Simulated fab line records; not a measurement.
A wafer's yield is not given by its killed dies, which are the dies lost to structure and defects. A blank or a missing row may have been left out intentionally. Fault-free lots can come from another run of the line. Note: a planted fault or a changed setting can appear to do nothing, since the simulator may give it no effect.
Split-lot experiment + flow sky130 + 23 wafers read from 5 lots, route of 708 steps

ABOUT THE SPLIT
At SKY_LI_CONTACT_EXPOSE_09 (exposes mask LICM1, target cd 170 nm), the setting dose mj was moved away from the recipe's 38 on 6 of the 23 wafers read, by -6.3% to +5.6%. For the rest of the wafers, this setting stayed at what the recipe calls for.

FROM THE SPLIT TO THE READING: what the file shows between them, 2 steps
- SKY_LI_CONTACT_PEB_10
- SKY_LI_CONTACT_DEVELOP_11: develop time 60 s

THE READING
cd nm (nm) at SKY_LI_CONTACT_CD_MEAS_12, where the cd target is 170 nm. On this fab line, fault-free wafers typically give 170.2 nm with a standard deviation of 1.3 nm.

| wafer  | tool, chamber at the split | dose mj as run | against the recipe | cd nm, nm | against lot-mates on the recipe |
|--------|----------------------------|----------------|--------------------|-----------|---------------------------------|
| L074.1 | krf scanner-02, 0          | 37.14          | -2.3%              | 166.1     | -3.7                            |
| L074.3 | krf scanner-02, 0          | 38             | recipe             | 169.5     | -                               |
| L074.4 | krf scanner-02, 0          | 38             | recipe             | 170.6     | -                               |
| L074.5 | krf scanner-02, 0          | 38             | recipe             | 169.4     | -                               |
| L074.6 | krf scanner-02, 0          | 37.14          | -2.3%              | 165.4     | -4.4                            |
| L076.1 | krf scanner-01, 0          | 38             | recipe             | 169.3     | -                               |
| L076.2 | krf scanner-01, 0          | 38             | recipe             | 169.8     | -                               |
| L076.6 | krf scanner-01, 0          | 38             | recipe             | 170.5     | -                               |
| L077.1 | krf scanner-02, 0          | 38             | recipe             | 171.9     | -                               |
| L077.3 | krf scanner-02, 0          | 38             | recipe             | 171.3     | -                               |
| L077.4 | krf scanner-02, 0          | 38             | recipe             | 171.9     | -                               |
| L077.5 | krf scanner-02, 0          | 40.14          | +5.6%              | 180.6     | +8.9                            |
| L077.6 | krf scanner-02, 0          | 40.14          | +5.6%              | 181.0     | +9.3                            |
| L081.1 | krf scanner-01, 0          | 38             | recipe             | 170.0     | -                               |
| L081.2 | krf scanner-01, 0          | 38             | recipe             | 169.1     | -                               |
| L081.3 | krf scanner-01, 0          | 38             | recipe             | 170.8     | -                               |
| L081.4 | krf scanner-01, 0          | 38             | recipe             | 168.2     | -                               |
| L081.6 | krf scanner-01, 0          | 38             | recipe             | 168.7     | -                               |
| L083.1 | krf scanner-02, 0          | 35.6           | -6.3%              | 155.1     | -13.0                           |
| L083.2 | krf scanner-02, 0          | 38             | recipe             | 167.5     | -                               |
| L083.3 | krf scanner-02, 0          | 38             | recipe             | 169.3     | -                               |
| L083.4 | krf scanner-02, 0          | 35.6           | -6.3%              | 157.4     | -10.7                           |
| L083.6 | krf scanner-02, 0          | 38             | recipe             | 167.4     | -                               |

FIT RESULTS
A straight line over all 23 wafers: cd nm changes by +2.04 nm for each +1% of dose mj; r = +0.97; the points scatter about the line by 1.3 nm.
The same after taking each lot's own level away (the mean of its wafers on the recipe; 23 wafers): +1.76 nm for each +1%; r = +0.99; scatter 0.8 nm.
Per that fit: largest dose mj move, reading shift of 11 nm.
From 168.07 to 171.70 nm: that is the span of the lots' own levels, equal to 2.8 times the standard deviation above.
So the slope is not independent of the lot-to-lot level: the two fits are not the same.
Check: -10.5 nm against its lot-mates is what the line predicts for one of the wafers moved furthest among these (-6.3%) when that wafer is left out of the fit. It came out at -13 nm against them.

FURTHER SPLITS ON THESE WAFERS
These wafers also went through other splits before the reading. Each is held against what the fit with the lots' levels taken away leaves over:
| other split on the same wafers     | wafers away from the commonest value | r with cd nm (lot level and that fit taken away) |
|------------------------------------|--------------------------------------|--------------------------------------------------|
| SKY_LDD_P_DEVELOP_06 dev temp c    | 8                                    | +0.05                                            |
| SKY_LDD_HVN_IMPLANT_08 energy kev  | 10                                   | +0.13                                            |
| SKY_LDD_LDN_IMPLANT_10 energy kev  | 8                                    | -0.33                                            |
| SKY_SD_P_DEVELOP_06 develop time s | 11                                   | +0.15                                            |
| SKY_RES_XHIGH_IMPLANT_07 dose cm2  | 8                                    | +0.17                                            |
| SKY_SD_N_SOFTBAKE_03 temp c        | 8                                    | -0.06                                            |

THE WHOLE CHAIN: every reading that the file lists as answering this split, in the file's order
| step                      | what it does                                                         | reading                                                           | change (the file's fit)              | r (the file's) |
|---------------------------|----------------------------------------------------------------------|-------------------------------------------------------------------|--------------------------------------|----------------|
| SKY_LI_CONTACT_CD_MEAS_12 | target cd 170 nm                                                     | cd nm                                                             | +1.76 nm for each +1% of the setting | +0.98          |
| SKY_LI_CONTACT_ETCH_14    | etches BARC in N2/H2, stops on SiO2, time 45.9 s, target depth 60 nm | LI_CONTACT.cd nm (the simulator's own value, which no gauge read) | +1.8 nm for each +1% of the setting  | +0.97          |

FILE'S OWN FIT
cd nm changes by +1.76 nm for each +1% of dose mj, r = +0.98.
